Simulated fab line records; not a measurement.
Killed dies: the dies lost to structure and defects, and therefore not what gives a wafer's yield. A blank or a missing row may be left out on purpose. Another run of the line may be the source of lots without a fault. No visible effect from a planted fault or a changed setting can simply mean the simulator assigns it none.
Which tool did it?    flow sky130    33 wafers from 11 lots sampled at 7 of the route's 708 steps

WHAT THE GAUGES READ, wafer by wafer
SKY_VIA3_CD_MEAS_12: the cd target is 200 nm.
lot   measured      on         cd_nm (nm)
L397  day 39 14:13  cd_sem-01  200.5 200.9 201.5
L399  day 40 10:25  cd_sem-01  199.3 198.4 199.4
L402  day 41 07:13  cd_sem-02  198.3 195.6 197.3
L401  day 41 10:30  cd_sem-02  200.8 200.4 200.6
L403  day 41 19:04  cd_sem-01  200.7 200.6 202.9
L404  day 41 22:43  cd_sem-02  199.1 198.1 198.3
L405  day 42 03:11  cd_sem-01  201.0 198.8 199.4
L406  day 42 10:52  cd_sem-01  201.4 201.7 199.7
L410  day 43 14:46  cd_sem-01  199.2 198.9 199.1
L418  day 45 20:26  cd_sem-01  204.3 202.6 202.7
L419  day 46 00:34  cd_sem-02  199.4 200.0 200.9

SKY_VIA3_RS_MEAS_22: measurement is done with a four-point probe.
lot   measured      on             VIA3_W_RS (ohm/sq)
L397  day 39 15:18  film_metro-04  0.299 0.296 0.299
L399  day 40 11:28  film_metro-01  0.294 0.294 0.291
L402  day 41 08:18  film_metro-03  0.295 0.296 0.293
L401  day 41 11:34  film_metro-01  0.290 0.296 0.294
L403  day 41 20:05  film_metro-01  0.295 0.296 0.298
L404  day 41 23:45  film_metro-01  0.296 0.297 0.295
L405  day 42 04:14  film_metro-03  0.293 0.376 0.381
L406  day 42 11:55  film_metro-01  0.294 0.372 0.376
L410  day 43 15:49  film_metro-04  0.297 0.298 0.295
L418  day 45 21:31  film_metro-01  0.296 0.294 0.295
L419  day 46 01:36  film_metro-04  0.291 0.291 0.291

SKY_VIA3_THK_MEAS_23: measures by xrf.
lot   measured      on             VIA3_W_THK (nm)
L397  day 39 15:25  film_metro-04  386 390 384
L399  day 40 11:35  film_metro-01  392 390 395
L402  day 41 08:25  film_metro-03  389 386 388
L401  day 41 11:40  film_metro-01  394 388 391
L403  day 41 20:13  film_metro-01  388 388 383
L404  day 41 23:52  film_metro-01  386 386 390
L405  day 42 04:20  film_metro-03  388 304 300
L406  day 42 12:02  film_metro-01  386 306 302
L410  day 43 15:56  film_metro-04  390 387 388
L418  day 45 21:37  film_metro-01  389 392 390
L419  day 46 01:43  film_metro-04  394 395 393

SKY_CAP2M_THK_MEAS_01.
lot   measured      on             CAP2M_CVD_00_THK (nm)
L397  day 39 15:58  film_metro-02  15.41 15.94 15.75
L399  day 40 12:07  film_metro-01  15.16 14.95 15.67
L402  day 41 08:58  film_metro-02  15.23 15.29 15.56
L401  day 41 12:13  film_metro-04  15.49 15.77 15.75
L403  day 41 20:45  film_metro-02  15.22 14.96 15.05
L404  day 42 00:24  film_metro-02  15.27 15.45 15.55
L405  day 42 04:52  film_metro-02  14.96 15.26 15.14
L406  day 42 12:34  film_metro-01  14.87 15.07 15.53
L410  day 43 16:28  film_metro-02  15.43 15.29 15.20
L418  day 45 22:09  film_metro-01  15.13 15.26 15.62
L419  day 46 02:16  film_metro-04  15.22 15.17 15.34

WHICH TOOL RAN EACH LOT (tool, then ch and the chambers of the sampled wafers, then the start)
lot   SKY_VIA3_CVD_21                SKY_VIA3_CMP_24                SKY_METAL4_SPUTTER_02
L397  cvd_w-01 ch 0,1, day 39 15:11  cmp-01 ch 0,1,3, day 39 15:32  pvd_sputter-01, day 39 15:50
L399  cvd_w-01 ch 0,1, day 40 11:20  cmp-02 ch 0,1,3, day 40 11:39  pvd_sputter-01, day 40 11:59
L402  cvd_w-02 ch 0,1, day 41 08:11  cmp-02 ch 0,2,3, day 41 08:29  pvd_sputter-03, day 41 08:50
L401  cvd_w-02 ch 0,1, day 41 11:27  cmp-01 ch 0,2, day 41 11:43    pvd_sputter-03, day 41 12:04
L403  cvd_w-01 ch 0,1, day 41 19:58  cmp-01 ch 0,1,3, day 41 20:16  pvd_sputter-03, day 41 20:37
L404  cvd_w-01 ch 0,1, day 41 23:38  cmp-01 ch 2,3, day 41 23:59    pvd_sputter-03, day 42 00:17
L405  cvd_w-02 ch 0,1, day 42 04:05  cmp-01 ch 0,2,3, day 42 04:26  pvd_sputter-01, day 42 04:44
L406  cvd_w-02 ch 0,1, day 42 11:47  cmp-01 ch 0,2,3, day 42 12:05  pvd_sputter-04, day 42 12:26
L410  cvd_w-01 ch 0,1, day 43 15:41  cmp-01 ch 0,3, day 43 15:59    pvd_sputter-01, day 43 16:20
L418  cvd_w-01 ch 0,1, day 45 21:22  cmp-01 ch 1,2,3, day 45 21:46  pvd_sputter-04, day 45 22:01
L419  cvd_w-02 ch 1, day 46 01:29    cmp-01 ch 0,1,3, day 46 01:50  pvd_sputter-04, day 46 02:08
- SKY_VIA3_CVD_21: deposits W, target thk 390 nm, time 117.31 s.
- SKY_VIA3_CMP_24: polishes, stops on SiO2, t overpolish 20 s, target thk 0 nm.
- SKY_METAL4_SPUTTER_02: material AlCu, target thk 735 nm, time 39.1 s.

AS READ BY THE TOOLS THEMSELVES (means over the sampled wafers that have a number; for cases with no such wafer, the mark the record gives instead)
SKY_VIA3_CVD_21.
lot   tool      chamber_pressure_Torr (Torr)  heater_power_w (W)
L397  cvd_w-01  40.06                         771
L399  cvd_w-01  40.01                         766
L402  cvd_w-02  40.04                         867
L401  cvd_w-02  39.97                         867
L403  cvd_w-01  40.05                         792
L404  cvd_w-01  39.92                         779
L405  cvd_w-02  29.09                         876
L406  cvd_w-02  29.05                         872
L410  cvd_w-01  39.99                         786
L418  cvd_w-01  40.02                         785
L419  cvd_w-02  39.92                         888

SKY_VIA3_CMP_24.
lot   tool    motor_current_A (A)  time_to_endpoint_s (s)
L397  cmp-01  10.9                 96
L399  cmp-02  11.5                 95
L402  cmp-02  11.3                 101
L401  cmp-01  12.2                 95
L403  cmp-01  10.9                 94
L404  cmp-01  12.0                 95
L405  cmp-01  11.4                 83
L406  cmp-01  11.0                 78
L410  cmp-01  11.3                 98
L418  cmp-01  11.6                 94
L419  cmp-01  10.8                 99

SKY_METAL4_SPUTTER_02.
lot   tool            throttle_valve_pct (%)
L397  pvd_sputter-01  29.5
L399  pvd_sputter-01  30.8
L402  pvd_sputter-03  30.2
L401  pvd_sputter-03  30.0
L403  pvd_sputter-03  30.2
L404  pvd_sputter-03  29.9
L405  pvd_sputter-01  30.4
L406  pvd_sputter-04  29.2
L410  pvd_sputter-01  29.7
L418  pvd_sputter-04  29.1
L419  pvd_sputter-04  29.1

THE ANSWER, worked out from the rows above alone
Rule: what is usual is taken from the lots themselves. The widest of any qualifying gaps counts: lots, ordered by their means at a reading, are off when they make up no more than a third of the lots, leave a main group of 4 or more, and stand apart from it by 3 or more times the standard deviation of that group's means. The tables above print the reading to a certain number of digits; a main group whose means all agree to those digits is not used. A lot without any number at a reading at which 4 lots or more have one is off too. Any other lot the step has rows for is counted as sound. The gauges are gone through in route order, then the tools' own readings, and for those a lot's mean is taken as printed above. The first step at which some lot is off is used, and at that step the reading that is off furthest; a lot without a number counts as furthest.
Off: L405, L406, seen at SKY_VIA3_RS_MEAS_22 (VIA3_W_RS). Main group: mean 0.295 ohm/sq, sd 0.002.
A tool fits if, at a process step before that reading, it ran every lot that is off, and no sound lot after the first of them. Not tried: the gauges at SKY_VIA3_RS_MEAS_22; whatever is off there is also off at SKY_VIA3_CVD_21, on other tools, and gauge error can't account for it. Of those tried, none fits.

WHAT THE SIMULATOR HAD PUT IN
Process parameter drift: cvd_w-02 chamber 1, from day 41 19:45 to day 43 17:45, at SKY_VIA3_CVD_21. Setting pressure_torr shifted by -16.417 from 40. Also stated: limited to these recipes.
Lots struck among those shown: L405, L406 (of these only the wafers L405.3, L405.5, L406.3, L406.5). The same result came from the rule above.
